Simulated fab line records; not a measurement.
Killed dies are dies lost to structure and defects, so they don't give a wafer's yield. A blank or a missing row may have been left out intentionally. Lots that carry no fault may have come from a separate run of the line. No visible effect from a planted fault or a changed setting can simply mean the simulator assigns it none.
Check for tools in common	flow gf180mcu	Sampled: 10 lots, 36 wafers

REASON FOR OPENING
At GF_V3_RS_MEAS_24 the reading V3_W_RS is flagged on 2 of 10 lots. Fault-free wafers read 0.326 ohm/sq, with a standard deviation of 0.0049.
Rule: flag the lot when none of its wafers has a number, or when each of its wafers that has one lies beyond 4 standard deviations from that mean. As for the other lots, they are considered sound.

lot	measured	on	V3_W_RS (ohm/sq), wafer by wafer	flag
L569	day 22 15:16	film metro-01	0.329 0.324 0.327	
L578	day 25 21:47	film metro-02	0.248 0.253 0.245 0.248 0.253 0.246	FLAGGED
L579	day 26 03:35	film metro-02	0.254 0.248 0.248 0.253 0.248 0.248	FLAGGED
L581	day 27 00:47	film metro-01	0.333 0.330 0.331	
L583	day 27 16:14	film metro-04	0.335 0.336 0.336	
L586	day 28 05:14	film metro-02	0.324 0.329 0.327	
L587	day 28 07:53	film metro-02	0.326 0.324 0.326	
L588	day 28 14:41	film metro-04	0.326 0.327 0.327	
L590	day 29 07:46	film metro-04	0.316 0.327 0.318	
L591	day 29 20:02	film metro-02	0.329 0.333 0.334	
On average the flagged lots' numbers are 0.249 ohm/sq, which is -0.077 ohm/sq against the usual, or -16 standard deviations.

EACH LOT AND THE TOOL IT RAN ON
3 process steps preceding the reading are held in the record, out of 602 steps in the route. Every cell lists first the tool, next ch and the chambers used by the sampled wafers, and last the start.
lot	flag	GF_V3_CMP_04	GF_V3_STRIP_18	GF_V3_CVD_23
L569		cmp-02 ch 0,1, day 21 13:59	plasma asher-01 ch 0,1, day 22 14:29	cvd w-02 ch 0,1, day 22 15:10
L578	FLAGGED	cmp-02 ch 0,1,3, day 24 23:26	plasma asher-01 ch 0,1, day 25 21:02	cvd w-01 ch 0,1, day 25 21:41
L579	FLAGGED	cmp-01 ch 0,1,2, day 25 04:46	plasma asher-04 ch 0,1, day 26 02:50	cvd w-01 ch 0,1, day 26 03:28
L581		cmp-01 ch 1,2, day 26 02:29	plasma asher-03 ch 0,1, day 27 00:02	cvd w-02 ch 0,1, day 27 00:41
L583		cmp-01 ch 0,1,2, day 26 18:14	plasma asher-01 ch 0,1, day 27 15:28	cvd w-02 ch 0,1, day 27 16:07
L586		cmp-02 ch 1,2,3, day 27 07:32	plasma asher-01 ch 0,1, day 28 04:29	cvd w-02 ch 0,1, day 28 05:08
L587		cmp-01 ch 1,2, day 27 11:30	plasma asher-04 ch 0,1, day 28 07:05	cvd w-02 ch 0,1, day 28 07:46
L588		cmp-02 ch 0,2,3, day 27 17:30	plasma asher-04 ch 0,1, day 28 13:53	cvd w-02 ch 0,1, day 28 14:33
L590		cmp-02 ch 1,2,3, day 28 11:29	plasma asher-04 ch 0,1, day 29 06:59	cvd w-01 ch 0,1, day 29 07:39
L591		cmp-01 ch 1,2,3, day 29 00:22	plasma asher-03 ch 1, day 29 19:14	cvd w-02 ch 0,1, day 29 19:54
What is done by these steps:
- GF_V3_CMP_04: polishes SiO2.
- GF_V3_STRIP_18: strips in O2/N2.
- GF_V3_CVD_23: deposits W, target thk 350 nm, time 104.9 s.
- GF_V3_RS_MEAS_24: measures by four-point-probe.

FLAGGED AGAINST TOTAL, ONE TOOL AT A TIME (gauges that did the reading follow at the end)
step	tool	lots run	flagged	share of the flagged lots	sound lots run after its first flagged lot
GF_V3_CMP_04	cmp-01	5	1	some	4 (L581,L583,L587,L591)
GF_V3_CMP_04	cmp-02	5	1	some	3 (L586,L588,L590)
GF_V3_STRIP_18	plasma asher-01	4	1	some	2 (L583,L586)
GF_V3_STRIP_18	plasma asher-03	2	0	none	-
GF_V3_STRIP_18	plasma asher-04	4	1	some	3 (L587,L588,L590)
GF_V3_CVD_23	cvd w-01	3	2	all	1 (L590)
GF_V3_CVD_23	cvd w-02	7	0	none	-
GF_V3_RS_MEAS_24	film metro-01	2	0	none	-
GF_V3_RS_MEAS_24	film metro-02	5	2	all	3 (L586,L587,L591)
GF_V3_RS_MEAS_24	film metro-04	3	0	none	-

WHAT THE TABLE PERMITS
Every flagged lot went through 2 rows of the table: cvd w-01 at GF_V3_CVD_23 and film metro-02 at GF_V3_RS_MEAS_24.
- cvd w-01 at GF_V3_CVD_23: 2 of its 3 lots flagged. Sound lots ran on it after the first flagged one (L590), which a lasting fault on the whole tool wouldn't allow. Its own readings lie more than 4 standard deviations out on every wafer of the flagged lots: susceptor temp C.
- film metro-02 at GF_V3_RS_MEAS_24: 2 of its 5 lots flagged. Sound lots ran on it after the first flagged one (L586, L587, L591), which a lasting fault on the whole tool wouldn't allow.
There is no row in the table that ran each flagged lot and no sound lot after the first.

WHAT WAS PUT IN BY THE SIMULATOR
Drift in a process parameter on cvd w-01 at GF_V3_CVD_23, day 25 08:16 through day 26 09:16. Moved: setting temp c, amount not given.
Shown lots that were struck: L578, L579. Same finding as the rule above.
